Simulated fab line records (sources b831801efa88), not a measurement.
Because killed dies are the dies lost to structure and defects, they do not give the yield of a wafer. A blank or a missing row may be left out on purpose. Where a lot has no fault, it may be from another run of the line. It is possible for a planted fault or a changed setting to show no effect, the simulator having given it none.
2 desks looking at one fault || flow gf180mcu || every desk sees just its own numbers, and what lay behind them comes last

DESK OF THE TOOL OWNER: implanter-03
GF_NSD_IMPLANT_09, tool's own readings: per-lot mean of the sampled wafers with a number, covering each lot this tool ran. The brackets show how far a lot's mean lies from the usual mean; more than 4 standard deviations puts the lot out of limits, marked OUT.
Columns: A = beam-energy-keV at GF_NSD_IMPLANT_09, usual 60.002; B = tilt-deg at GF_NSD_IMPLANT_09, usual 7.003 degrees
{"lot": "L489", "first seen here": "day 15 19:43", "A": 60.003, "B": 7.015}
{"lot": "L491", "first seen here": "day 16 05:02", "A": "56.769 (-99 or more) OUT", "B": 6.998}
{"lot": "L493", "first seen here": "day 16 17:35", "A": "56.794 (-99 or more) OUT", "B": 7.045}
{"lot": "L495", "first seen here": "day 17 14:31", "A": "56.740 (-99 or more) OUT", "B": 7.002}
{"lot": "L504", "first seen here": "day 20 14:53", "A": 60.026, "B": 6.993}
{"lot": "L506", "first seen here": "day 21 04:32", "A": 59.998, "B": 7.007}
This desk's finding: out of limits on L491, L493, L495; first on L491, day 16 05:02 (beam-energy-keV at GF_NSD_IMPLANT_09). L489, L504, L506: within limits.

THE METROLOGY DESK
Means of the sampled wafers that have a number, per lot and without regard to the tool the lot ran on: this is what the gauges read. The brackets show how far a lot's mean lies from the usual mean; more than 4 standard deviations puts the lot out of limits, marked OUT.
Columns: A = LVPWELL_OVL at GF_LVPWELL_OVL_MEAS_07, usual -0.2 nm; B = NSD_RS at GF_PSD_RS_MEAS_14, usual 46.14 ohm/sq
{"lot": "L483", "first seen here": "day 3 18:34", "A": -0.2, "B": 46.22}
{"lot": "L489", "first seen here": "day 5 10:28", "A": 0.7, "B": 45.98}
{"lot": "L491", "first seen here": "day 5 21:01", "A": -0.1, "B": "47.00 (+12) OUT"}
{"lot": "L492", "first seen here": "day 5 23:55", "A": -0.6, "B": 46.10}
{"lot": "L493", "first seen here": "day 6 04:36", "A": 1.7, "B": "47.08 (+13) OUT"}
{"lot": "L495", "first seen here": "day 6 16:38", "A": -0.4, "B": "47.11 (+13) OUT"}
{"lot": "L499", "first seen here": "day 7 15:52", "A": 1.0, "B": 46.11}
{"lot": "L501", "first seen here": "day 8 02:13", "A": 0.5, "B": 46.11}
{"lot": "L502", "first seen here": "day 8 08:31", "A": -3.1, "B": 46.16}
{"lot": "L504", "first seen here": "day 8 19:17", "A": 0.5, "B": 46.22}
{"lot": "L506", "first seen here": "day 9 08:04", "A": -1.5, "B": 46.10}
This desk reports L491, L493, L495 out of limits; the earliest was L491 at day 17 04:15 (NSD_RS at GF_PSD_RS_MEAS_14). L483, L489, L492, L499, L501, L502, L504, L506: within limits.

ALL TOGETHER
On L491, L493, L495, at day 16 05:02, an alarm was possible from the tool owner's desk.
An alarm was possible from the metrology desk at day 17 04:15, on L491, L493, L495.
Every lot named ran GF_NSD_IMPLANT_09 on implanter-03.

WHAT THE SIMULATOR HAD PUT IN
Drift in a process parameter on implanter-03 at GF_NSD_IMPLANT_09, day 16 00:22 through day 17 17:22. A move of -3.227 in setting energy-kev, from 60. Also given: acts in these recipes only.
Shown lots that were struck: L491, L493, L495.
Fault start to first reading out of limits, in hours, per desk: tool owner, 5; metrology, 28.
